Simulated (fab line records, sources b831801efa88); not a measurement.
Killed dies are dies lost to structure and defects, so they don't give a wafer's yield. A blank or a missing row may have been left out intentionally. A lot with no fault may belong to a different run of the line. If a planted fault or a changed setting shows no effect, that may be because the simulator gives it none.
Which tool did it? || flow gf180mcu || 6 lots, 18 wafers sampled, at 2 steps of a route of 602

== WHAT THE GAUGES SHOWED, per wafer ==
GF_DNWELL_TW_MEAS_09.
{"lot": "L233", "measured": "day 3 01:05", "on": "film-metro-01", "DNWELL_TW": "1325 1315 1318"}
{"lot": "L235", "measured": "day 3 11:31", "on": "film-metro-03", "DNWELL_TW": "1348 1348 1357"}
{"lot": "L237", "measured": "day 3 22:44", "on": "film-metro-04", "DNWELL_TW": "1352 1355 1360"}
{"lot": "L243", "measured": "day 5 07:24", "on": "film-metro-01", "DNWELL_TW": "1486 1324 1330"}
{"lot": "L249", "measured": "day 6 11:53", "on": "film-metro-03", "DNWELL_TW": "1344 1346 1345"}
{"lot": "L252", "measured": "day 7 04:52", "on": "film-metro-01", "DNWELL_TW": "1305 1306 1309"}

== TOOL THAT RAN EACH LOT (tool first, then ch and the chambers of the sampled wafers, then the start) ==
{"lot": "L233", "GF_DNWELL_IMPLANT_07": "implanter-04 ch 0, day 3 00:50"}
{"lot": "L235", "GF_DNWELL_IMPLANT_07": "implanter-03 ch 0, day 3 11:16"}
{"lot": "L237", "GF_DNWELL_IMPLANT_07": "implanter-02 ch 0, day 3 22:29"}
{"lot": "L243", "GF_DNWELL_IMPLANT_07": "implanter-02 ch 0, day 5 07:09"}
{"lot": "L249", "GF_DNWELL_IMPLANT_07": "implanter-03 ch 0, day 6 11:38"}
{"lot": "L252", "GF_DNWELL_IMPLANT_07": "implanter-03 ch 0, day 7 04:35"}
- GF_DNWELL_IMPLANT_07

== THE ANSWER, worked out from the rows above alone ==
Rule: what is usual is taken from the lots themselves. The widest of any qualifying gaps counts: lots, ordered by their means at a reading, are off when they make up no more than a third of the lots, leave a main group of 4 or more, and stand apart from it by 3 or more times the standard deviation of that group's means. A main group is skipped when, at the precision printed for the reading in the tables above, its means are all equal. Also off: a lot with no number at a reading for which 4 or more lots have one. Any other lot the step has rows for is counted as sound.
Across all readings shown, no lot is off: no conclusion can be drawn from this.

== WHAT THE SIMULATOR HAD INSERTED ==
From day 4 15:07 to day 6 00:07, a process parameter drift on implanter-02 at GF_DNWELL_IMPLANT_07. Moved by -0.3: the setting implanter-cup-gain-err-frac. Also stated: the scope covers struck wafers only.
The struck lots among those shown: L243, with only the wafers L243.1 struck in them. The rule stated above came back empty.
